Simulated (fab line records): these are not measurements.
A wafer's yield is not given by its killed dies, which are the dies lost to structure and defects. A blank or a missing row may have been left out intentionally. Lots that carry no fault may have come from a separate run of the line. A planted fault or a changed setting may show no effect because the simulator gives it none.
One fault seen from 2 desks || flow gf180mcu || every desk sees just its own numbers, and what lay behind them comes last

## AT THE TOOL OWNER'S DESK: implanter-04
For each lot that ran on this tool, the mean over its sampled wafers that have a number, from the tool's own readings at GF_VT_IMPLANT_IMPLANT_41. Any lot whose mean is over 4 standard deviations away from the usual mean is out of limits and marked OUT; that distance is given in the brackets.
Columns: A = dose ions cm2 at GF_VT_IMPLANT_IMPLANT_41, usual 1.0131e+12; B = faraday current uA at GF_VT_IMPLANT_IMPLANT_41, usual 5.72
{"lot": "L236", "first seen here": "day 10 02:22", "A": "8.6800e+11 (-99 or more) OUT", "B": "4.89 (-7.5) OUT"}
{"lot": "L237", "first seen here": "day 10 16:11", "A": "8.6723e+11 (-99 or more) OUT", "B": "4.99 (-6.6) OUT"}
{"lot": "L248", "first seen here": "day 13 09:52", "A": 1.0134e+12, "B": 5.65}
{"lot": "L249", "first seen here": "day 13 14:14", "A": 1.0145e+12, "B": 5.53}
This desk finds L236, L237 out of limits, L236 being first, at day 10 02:22 (dose ions cm2 at GF_VT_IMPLANT_IMPLANT_41). Within limits: L248, L249.

## AT THE METROLOGY DESK
Means of the sampled wafers that have a number, per lot and without regard to the tool the lot ran on: this is what the gauges read. Any lot whose mean is over 4 standard deviations away from the usual mean is out of limits and marked OUT; that distance is given in the brackets.
Columns: A = MVPSD_TW at GF_MVPSD_TW_MEAS_11, usual 551; B = VT_IMPLANT_02_OVL at GF_VT_IMPLANT_OVL_MEAS_29, usual 0.3 nm; C = VT_IMPLANT_4_TW at GF_VT_IMPLANT_TW_MEAS_43, usual 694
{"lot": "L227", "first seen here": "day 5 01:33", "A": 540, "B": -2.1, "C": 691}
{"lot": "L228", "first seen here": "day 5 06:04", "A": 546, "B": 1.8, "C": 694}
{"lot": "L230", "first seen here": "day 5 18:40", "A": 550, "B": -0.5, "C": 701}
{"lot": "L236", "first seen here": "day 7 07:09", "A": 543, "B": -0.9, "C": 672}
{"lot": "L237", "first seen here": "day 7 19:34", "A": 541, "B": -0.5, "C": "655 (-5.4) OUT"}
{"lot": "L241", "first seen here": "day 8 12:40", "A": 563, "B": 0.8, "C": 690}
{"lot": "L242", "first seen here": "day 8 21:43", "A": 548, "B": 0.2, "C": 685}
{"lot": "L243", "first seen here": "day 8 22:22", "A": 565, "B": -0.6, "C": 690}
{"lot": "L245", "first seen here": "day 9 11:26", "A": 550, "B": 1.6, "C": 690}
{"lot": "L246", "first seen here": "day 9 17:51", "A": 542, "B": 0.9, "C": 680}
{"lot": "L248", "first seen here": "day 10 08:01", "A": 544, "B": -0.2, "C": 703}
{"lot": "L249", "first seen here": "day 10 11:29", "A": 564, "B": 0.2, "C": 689}
{"lot": "L250", "first seen here": "day 10 17:55", "A": 543, "B": 0.3, "C": 690}
This desk finds L237 out of limits, with the earliest case on L237 at day 10 16:26 (VT_IMPLANT_4_TW at GF_VT_IMPLANT_TW_MEAS_43). Within limits: L227, L228, L230, L236, L241, L242, L243, L245, L246, L248, L249, L250.

## PUT TOGETHER
An alarm could have come from the tool owner's desk at day 10 02:22, on L236, L237.
An alarm was possible from the metrology desk at day 10 16:26, on L237.
The metrology desk has L236 on record, within its limits.
The lots listed all ran GF_VT_IMPLANT_IMPLANT_41 on implanter-04.

## WHAT THE SIMULATOR HAD PUT IN
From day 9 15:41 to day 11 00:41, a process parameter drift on implanter-04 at GF_VT_IMPLANT_IMPLANT_41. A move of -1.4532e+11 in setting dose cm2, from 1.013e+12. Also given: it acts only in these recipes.
Shown lots that were struck: L236, L237.
Delay (hours) between the fault's onset and each desk's first out-of-limits reading: 11 at the tool owner's desk, 25 at the metrology desk.
